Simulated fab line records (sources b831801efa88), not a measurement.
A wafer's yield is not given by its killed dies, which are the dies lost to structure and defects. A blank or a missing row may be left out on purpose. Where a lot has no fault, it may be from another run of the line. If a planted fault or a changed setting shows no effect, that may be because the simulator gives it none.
Problem report in the 8D (eight disciplines) form, filled by code | flow gf180mcu | the parts of the form that need people (team, actions taken, sign-off) are left out

1. THE ISSUE
cathode dc power W at GF_M1_SPUTTER_00 reads a mean of 3617.4 W on 6 wafers of 2 lots; wafers without a fault read 4000.0 W with a standard deviation of 0.77. So: -99 or more standard deviations from the usual mean.
The step: material Ti, target thk 37.5 nm, time 150 s.
First seen on wafer L863.3, day 22 03:58, on pvd sputter-03. At this step, 18 wafers from 6 lots have a number in the record. Rule for "out", or "out of limits": more than 4 standard deviations from the usual mean. All remaining wafers that have a number are taken as sound.

2. WHAT IT IS; WHAT IT IS NOT
question                    | is                     | is not
which readings at this step | cathode dc power W     | chamber pressure pa, throttle valve pct
which lots                  | L863, L864             | L850, L853, L862, L869
which wafers of those lots  | all that have a number | -
read on which tools         | pvd sputter-03         | pvd sputter-01, pvd sputter-02
when                        | from day 22 03:58      | up to then (9 sound wafers); but 3 sound wafers of L869 came after

3. SUSPECTS, AND WHAT RULES EACH OUT
Counting: a tool stays on the suspect list if, at a process step up to the reading, it processed all lots that are out and no sound lot following the first of them.
- cmp-01 at GF_CONTACT_CMP_27 (polishes, stops on SiO2, t overpolish 15 s, target thk 0 nm): kept. Every lot that is out went through it, starting with L863 (day 22 03:43), and after that it ran no sound lot; the last sound lot it ran before then is L862 (day 21 19:58).
- pvd sputter-03 at GF_M1_SPUTTER_00 (material Ti, target thk 37.5 nm, time 150 s): kept. Every lot that is out went through it, starting with L863 (day 22 03:58), and after that it ran no sound lot; the last sound lot it ran before then is L853 (day 18 06:04). Its own cathode dc power W readings are out on those wafers.
What counting leaves: cmp-01 at GF_CONTACT_CMP_27 and pvd sputter-03 at GF_M1_SPUTTER_00.

4. THE CAUSE (what the simulator had put in)
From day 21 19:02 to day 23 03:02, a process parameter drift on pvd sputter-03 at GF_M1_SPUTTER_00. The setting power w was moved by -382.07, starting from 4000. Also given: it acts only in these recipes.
After counting, 2 suspects remain, this tool included.

5. THE CHAIN OF EFFECTS, in route order
Rows list readings where the struck wafers' mean (over those with a number) sits beyond 3 standard deviations from the usual. Readings are gone through only where the record gives a usual standard deviation; hours: the median, over the lots, of the time from a lot's start at the first step in this table giving one to that lot's start at this step; sigmas: the change measured in usual standard deviations.
hours | step             | reading            | usual    | on struck wafers | change | sigmas
0     | GF_M1_SPUTTER_00 | cathode dc power W | 4000.0 W | 3617.4           | -382.6 | -99 or more
Here are the process steps it includes:
- GF_M1_SPUTTER_00: material Ti, target thk 37.5 nm, time 150 s.

6. WHAT WOULD HAVE CAUGHT IT SOONER
In this record the first reading out of limits was taken at day 22 03:58, 9 hours after the fault began at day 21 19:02.
